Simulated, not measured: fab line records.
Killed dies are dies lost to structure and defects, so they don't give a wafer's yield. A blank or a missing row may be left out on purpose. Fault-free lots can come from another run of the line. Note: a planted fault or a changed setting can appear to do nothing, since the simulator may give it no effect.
A lot that was struck, set against a sound lot | flow gf180mcu | 14 out of 602 route steps
Sound: these wafers, L448.1, L448.2, L448.3. The struck wafers were L437.2, L437.5, L437.6. The cause comes at the end.
Order at every step that has rows: each side's tool, ch and its chambers, its first start. Under that, the readings that differ: sound wafers | struck wafers | difference of the means | sigmas: that difference in standard deviations of wafers without a fault.
alike: readings with means less than 2 such deviations apart, plus words and numbers identical on both sides. not compared: withheld readings, readings lacking a value on some wafer, bounds such as >300 that could conceal the same value, and numbers that have no deviation in the record and whose values overlap.
A row with sigmas, a row that says differs or no value, or rows on one side alone: a step with any of these is where the two part. When numbers do not overlap yet have no deviation, they are printed without sigmas and do not part them. A reading missing from all wafers of one side parts the sides only when that side holds two or more wafers.

first, 6 steps without rows for these wafers: GF_M4_HMDS_08 (prime time 60 s); GF_M4_COAT_09 (resist thk 1000 nm); GF_M4_SOFTBAKE_10 (time 60 s); GF_M4_EXPOSE_11 (exposes mask Metal4, target cd 280 nm); GF_M4_PEB_12 (peb time 90 s); GF_M4_DEVELOP_13 (develop time 60 s).
GF_M4_CD_MEAS_14 targets a cd of 280 nm.
  sound: cd-sem-01 at day 30 01:13; struck: cd-sem-01 at day 26 07:10
  alike: cd-nm
GF_M4_OVL_MEAS_15:
  sound: overlay-01 at day 30 01:20; struck: overlay-01 at day 26 07:16
  alike: M4_OVL
GF_M4_METAL_ETCH_16: etches the open film in Cl2/BCl3, stops on SiO2, target depth 627.5 nm, time 104.6 s.
  sound on rie-metal-03 ch 0,1, day 30 01:22; struck on rie-metal-03 ch 0,1, day 26 07:18
  alike: bcl3-flow-sccm, drypump-motor-current-A, oes-product-au, throttle-valve-pct
  not compared: rf-hours-counter-h
GF_M4_STRIP_17: strips in O2/N2.
  sound on plasma-asher-03 ch 0,1, day 30 01:29; struck on plasma-asher-02 ch 0,1, day 26 07:25
  reading                      | sound          | struck         | difference | sigmas
  strip-time-to-endpoint-s (s) | 7.94 7.87 7.91 | 7.83 7.78 7.80 | -0.10      | -3
  alike: drypump-motor-current-A, heater-power-w, n2-flow-sccm, oes-product-au
  not compared: rf-hours-counter-h
then, 2 steps without rows for these wafers: GF_M4_STRIP_18 (strips in post etch residue remover, time 1200 s); GF_M4_CLEAN_19 (cleans in DIW).
GF_V4_CVD_00: deposits SiO2, target thk 600 nm, time 100 s.
  sound on hdpcvd-02 ch 0,1,2, day 30 02:02; struck on hdpcvd-02 ch 0,1,2, day 26 07:56
  no value came back on the struck wafers for pressure-mtorr (mTorr), run-length-s (s), time-s (s); on the sound wafers pressure-mtorr (mTorr) reads 6.002 5.993 5.978
next, for these wafers, 1 step has no rows: GF_PASSIVATION_PROBE_99.

## WHERE THEY PART
Earliest at GF_M4_STRIP_17; latest, in this record, at GF_V4_CVD_00.

WHY: what the simulator had put in
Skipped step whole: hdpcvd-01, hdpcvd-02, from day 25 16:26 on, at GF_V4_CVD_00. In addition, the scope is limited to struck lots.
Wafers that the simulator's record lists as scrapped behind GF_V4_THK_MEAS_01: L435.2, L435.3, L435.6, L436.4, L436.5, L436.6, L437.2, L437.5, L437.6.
